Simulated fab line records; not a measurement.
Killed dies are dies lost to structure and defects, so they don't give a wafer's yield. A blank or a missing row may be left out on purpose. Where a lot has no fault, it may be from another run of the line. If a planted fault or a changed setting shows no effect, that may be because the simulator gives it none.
fab line records    flow sky130
record: lots: 5  wafers: 15  last_day: 50
route steps=708 shown VT_ADJUST_LVTN@113 VT_ADJUST_NCORE@119
lots with no fault: from the same line, run without faults
start_h: start of the lot's first displayed wafer, in hours after the record's first day    wait_h: hours since the lot's step before    " repeats the value in the row above    L1.1+2: several wafers, shown together as one row    - no value, or no start given    * or withheld: withheld    < > ~ a bound
route shown NAME@n: names a module that has steps shown in the file, with the first one's number in the route    usual: the fault-free wafers' mean and standard deviation    same: alike in all rows    chamber/n: place in a boat    sites: each site's reading    _std_site: their standard deviation    _edge_site: the outer-site mean with the inner-site mean subtracted    radius_mm: how far each site lies from the wafer's centre    mask NAME#n: copy n    behind: tool/chamber where the wafer was last shaped    hold: the reason the lot was held/the length of the hold in hours/how it ended    device: the n, p or np transistor that did not switch    end of line: the tests these same wafers got at the end of their route    for a step that has no rows: nothing shown but its recipe    killed: the dies lost at the first sort to structure and to defects; this is not the yield of the wafer    map: shows each die of a wafer: x if killed, . if not, _ if none is there
set.NAME: the run value of the setting; set.NAME@STEP: its run value at that earlier step    model.NAME: the simulator's own value behind a step, which no gauge read
lots at some steps of the route; a table a step, a row a wafer
services: from which hour (start_h, from the record's first day; less than 0 if before it) a tool's chamber was out of use, for how many hours, and why
== steps ==
step: SKY_VT_ADJUST_LVTN_PEB_16
recipe: temp_c: withheld  time_s: *  resist: NOVOLAK
step: SKY_VT_ADJUST_LVTN_DEVELOP_17
recipe: resist: NOVOLAK  developer: TMAH  develop_time_s: 60  dev_temp_c: 23
step: SKY_VT_ADJUST_LVTN_OVL_MEAS_18
usual: VT_ADJUST_LVTN_01_OVL: -0.8/1.3
lot.wafer  tool        chamber  start_h  wait_h  VT_ADJUST_LVTN_01_OVL[nm]
L275.1     overlay-01  -        180.58   0.1     -1.3
L275.3     "           -        "        "       0.2
L275.5     "           -        "        "       -2.0
L279.1     overlay-01  -        212.16   0.1     -2.4
L279.5     "           -        "        "       -1.0
L279.6     "           -        "        "       -1.9
L289.1     overlay-01  -        286.08   0.1     -2.3
L289.2     "           -        "        "       -2.6
L289.5     "           -        "        "       -2.9
L291.2     overlay-01  -        292.51   0.1     -2.3
L291.3     "           -        "        "       0.3
L291.4     "           -        "        "       -1.6
L294.1     overlay-02  -        317.42   0.1     1.1
L294.3     "           -        "        "       -0.2
L294.5     "           -        "        "       -0.9
step: SKY_VT_ADJUST_LVTN_IMPLANT_19
recipe: species: B  energy_kev: 30  dose_cm2: 6.5e+11  tilt_deg: withheld
step: SKY_VT_ADJUST_LVTN_STRIP_20
recipe: chemistry: O2/N2  power_w: 1400  pressure_mtorr: 1500  platen_temp_c: withheld  o2_flow_sccm: 3000  n2_flow_sccm: 300  overash_fraction: 0.5
usual: drypump_motor_current_A: 5.58/0.29  oes_product_au: 0.716/0.0047  strip_time_to_endpoint_s: 14.19/0.041
lot.wafer  tool             chamber  start_h  wait_h  drypump_motor_current_A  oes_product_au  rf_hours_counter_h  strip_time_to_endpoint_s
L275.1     plasma_asher-04  1        180.76   0.1     5.86                     0.720           6                   14.18
L275.3     "                1        "        "       5.88                     0.718           -                   14.15
L275.5     "                0        "        "       5.70                     0.709           -                   14.16
L279.1     plasma_asher-02  0        212.34   0.1     6.10                     0.717           50                  14.20
L279.5     "                1        "        "       5.37                     0.725           -                   14.15
L279.6     "                0        "        "       6.07                     0.714           -                   14.22
L289.1     plasma_asher-03  0        286.26   0.1     5.38                     0.711           46                  14.18
L289.2     "                1        "        "       5.16                     0.707           46                  14.21
L289.5     "                1        "        "       5.20                     0.719           -                   14.23
L291.2     plasma_asher-04  0        292.69   0.1     5.68                     0.709           17                  14.25
L291.3     "                1        "        "       5.86                     0.711           -                   14.26
L291.4     "                0        "        "       5.68                     0.721           -                   14.19
L294.1     plasma_asher-03  0        317.60   0.1     5.40                     0.718           50                  14.18
L294.3     "                0        "        "       5.41                     0.721           -                   14.21
L294.5     "                0        "        "       5.40                     0.717           -                   14.19
step: SKY_VT_ADJUST_LVTN_TW_MEAS_21
usual: VT_ADJUST_LVTN_2_TW: 187.5/1.5
lot.wafer  tool           chamber  start_h  wait_h  VT_ADJUST_LVTN_2_TW
L275.1     film_metro-04  -        180.86   0.1     187.7
L275.3     "              -        "        "       188.3
L275.5     "              -        "        "       187.7
L279.1     film_metro-01  -        212.44   0.1     189.9
L279.5     "              -        "        "       188.9
L279.6     "              -        "        "       189.5
L289.1     film_metro-01  -        286.36   0.1     188.6
L289.2     "              -        "        "       188.5
L289.5     "              -        "        "       189.1
L291.2     film_metro-04  -        292.80   0.1     188.0
L291.3     "              -        "        "       185.9
L291.4     "              -        "        "       187.4
L294.1     film_metro-02  -        317.70   0.1     185.5
L294.3     "              -        "        "       186.8
L294.5     "              -        "        "       186.6
step: SKY_VT_ADJUST_NCORE_DEHYDRATE_00
recipe: temp_c: 200  time_s: 60
step: SKY_VT_ADJUST_NCORE_HMDS_01
recipe: prime_time_s: 60  prime_temp_c: 120
step: SKY_VT_ADJUST_NCORE_COAT_02
recipe: resist: NOVOLAK  spin_rpm: 3000  resist_thk_nm: 1140
step: SKY_VT_ADJUST_NCORE_SOFTBAKE_03
recipe: temp_c: 90  time_s: 60  resist: NOVOLAK
step: SKY_VT_ADJUST_NCORE_EXPOSE_04
recipe: mask_id: LVTN_COMPLEMENT_THIN  na: 0.6  source_shape: conventional  sigma_outer: 0.6  polarization: unpolarized  target_cd_nm: 380  dose_mj: 139
step: SKY_VT_ADJUST_NCORE_PEB_05
recipe: temp_c: withheld  time_s: *  resist: NOVOLAK
step: SKY_VT_ADJUST_NCORE_DEVELOP_06
recipe: resist: NOVOLAK  developer: TMAH  develop_time_s: 60  dev_temp_c: 23
lot.wafer   tool            chamber  start_h  wait_h
L275.1+3+5  litho_track-04  0        201.43   0.1
L279.1+5+6  litho_track-01  0        234.20   0.1
L289.1+2+5  litho_track-01  0        311.20   0.1
L291.2+3+4  litho_track-03  0        318.41   0.1
L294.1+3+5  litho_track-03  0        344.44   0.1
step: SKY_VT_ADJUST_NCORE_CD_MEAS_07
recipe: target_cd_nm: 380
usual: cd_nm: 379.3/1.9
lot.wafer  tool       chamber  start_h  wait_h  cd_nm
L275.1     cd_sem-02  -        201.58   0.1     380.7
L275.3     "          -        "        "       382.8
L275.5     "          -        "        "       381.3
L279.1     cd_sem-02  -        234.35   0.1     377.8
L279.5     "          -        "        "       378.9
L279.6     "          -        "        "       378.8
L289.1     cd_sem-02  -        311.35   0.1     379.3
L289.2     "          -        "        "       393.9
L289.5     "          -        "        "       379.6
L291.2     cd_sem-01  -        318.56   0.1     378.1
L291.3     "          -        "        "       378.9
L291.4     "          -        "        "       377.0
L294.1     cd_sem-02  -        344.59   0.1     378.5
L294.3     "          -        "        "       375.9
L294.5     "          -        "        "       378.4
step: SKY_VT_ADJUST_NCORE_OVL_MEAS_08
usual: VT_ADJUST_NCORE_OVL: -0.6/1.2
lot.wafer  tool        chamber  start_h  wait_h  VT_ADJUST_NCORE_OVL[nm]
L275.1     overlay-01  -        201.70   0.1     -0.5
L275.3     "           -        "        "       -3.1
L275.5     "           -        "        "       -1.7
L279.1     overlay-01  -        234.47   0.1     -0.4
L279.5     "           -        "        "       -1.9
L279.6     "           -        "        "       -0.8
L289.1     overlay-01  -        311.47   0.1     -0.7
L289.2     "           -        "        "       0.4
L289.5     "           -        "        "       -1.3
L291.2     overlay-01  -        318.67   0.1     -1.5
L291.3     "           -        "        "       -0.5
L291.4     "           -        "        "       -0.7
L294.1     overlay-02  -        344.71   0.1     -0.8
L294.3     "           -        "        "       0.5
L294.5     "           -        "        "       1.3
== services ==
tool             chamber  start_h  hours  kind
plasma_asher-03  -        190.02   7.8    repair
plasma_asher-03  -        198.12   1.5    repair
plasma_asher-03  -        208.38   2.8    pm
plasma_asher-03  -        211.58   2.3    repair
plasma_asher-03  -        217.37   2.9    repair
plasma_asher-04  -        241.08   2.8    pm
plasma_asher-04  -        244.00   10.5   repair
plasma_asher-02  -        338.54   4.0    pm
plasma_asher-03  -        344.35   4.4    repair
== key ==
first_sign: step: SKY_VT_ADJUST_NCORE_CD_MEAS_07  reading: cd_nm  direction: up  sigmas: 7.6  usual: 379.3  struck: 393.9
effect none on later readings
met_at SKY_VT_ADJUST_NCORE_DEVELOP_06
struck_wafers L289.2
tester_left_out L289
onset_between 234.20 311.20
fault: kind: process_parameter_drift  tool: litho_track-01  chamber: -  onset_h: 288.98  steps: SKY_VT_ADJUST_NCORE_DEVELOP_06  channel: develop_time_s  offset: *  shape: step  end_h: 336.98  scope: struck_wafers_only  acts_in: *  stated: *
tester_left_out: of these lots the tester's yield and bins aren't shown, on N5 and GAA mostly nor the transistor test; their killed dies are dies lost to structure and defects alone, not to doping, threshold or leakage, so they don't give the yield
